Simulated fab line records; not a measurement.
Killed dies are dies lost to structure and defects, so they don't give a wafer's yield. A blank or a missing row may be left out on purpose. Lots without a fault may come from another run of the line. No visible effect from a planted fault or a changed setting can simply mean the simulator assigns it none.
One fault seen from 2 desks :: flow gf180mcu :: only its own numbers are on each desk; what lay behind them is given at the end

DESK OF THE TOOL OWNER: pecvd-01
The tool's own readings at GF_SAB_CVD_00 (deposits SiO2 from TEOS, target thk 50 nm, time 4.9302 s): means of the sampled wafers that have a number, for each lot that ran on this tool. Marked OUT: a lot whose mean sits more than 4 standard deviations from the usual mean, which makes it out of limits; the brackets give that distance.
Columns: A = heater-power-w at GF_SAB_CVD_00, usual 637 W
lot: L591
first seen here: day 15 00:41
A: 589

lot: L602
first seen here: day 18 18:24
A: 590

lot: L603
first seen here: day 19 04:02
A: 556

lot: L604
first seen here: day 19 13:12
A: 599
Result from this desk: across the 4 lots, nothing is out of limits.

FROM THE METROLOGY DESK
Means of the sampled wafers that have a number, per lot and without regard to the tool the lot ran on: this is what the gauges read. Marked OUT: a lot whose mean sits more than 4 standard deviations from the usual mean, which makes it out of limits; the brackets give that distance. 7 of its 8 readings are shown, namely those furthest out on some lot.
Columns: A = cd-nm at GF_PSD_CD_MEAS_07, usual 399.5 nm; B = PSD_OVL at GF_PSD_OVL_MEAS_08, usual -0.7 nm; C = PSD_TW at GF_PSD_TW_MEAS_11, usual 3187; D = NSD_RS at GF_PSD_RS_MEAS_14, usual 46.13 ohm/sq; E = PSD_RS at GF_PSD_RS_MEAS_15, usual 108.57 ohm/sq; F = SAB_CVD_00_THK at GF_SAB_THK_MEAS_01, usual 49.9 nm; G = cd-nm at GF_SAB_CD_MEAS_09, usual 419.7 nm
lot: L589
first seen here: day 14 01:25
A: 398.0
B: -3.4
C: 3182
D: 46.24
E: 108.94
F: 50.3
G: 419.0

lot: L591
first seen here: day 14 23:47
A: 397.2
B: 1.8
C: 3204
D: 46.20
E: 108.79
F: 50.0
G: 420.5

lot: L599
first seen here: day 17 16:05
A: 400.9
B: 0.2
C: 3163
D: 46.16
E: 108.65
F: 49.5
G: 419.0

lot: L602
first seen here: day 18 17:34
A: 399.3
B: -0.9
C: 3181
D: 46.10
E: 108.24
F: 50.9
G: 420.4

lot: L603
first seen here: day 19 03:11
A: 399.8
B: 1.6
C: 3183
D: 46.26
E: 108.85
F: 50.4
G: 416.7

lot: L604
first seen here: day 19 12:24
A: 399.9
B: -1.5
C: 3186
D: 46.12
E: 108.68
F: 50.3
G: 420.8

lot: L612
first seen here: day 22 06:50
A: 403.1
B: -0.9
C: 3173
D: 46.07
E: 108.41
F: 49.2
G: 419.1
Result from this desk: across the 7 lots, nothing is out of limits.

ALL TOGETHER
The tool owner's desk saw nothing out of limits.
From the metrology desk's view, nothing was out of limits.

WHAT HAD BEEN PUT IN BY THE SIMULATOR
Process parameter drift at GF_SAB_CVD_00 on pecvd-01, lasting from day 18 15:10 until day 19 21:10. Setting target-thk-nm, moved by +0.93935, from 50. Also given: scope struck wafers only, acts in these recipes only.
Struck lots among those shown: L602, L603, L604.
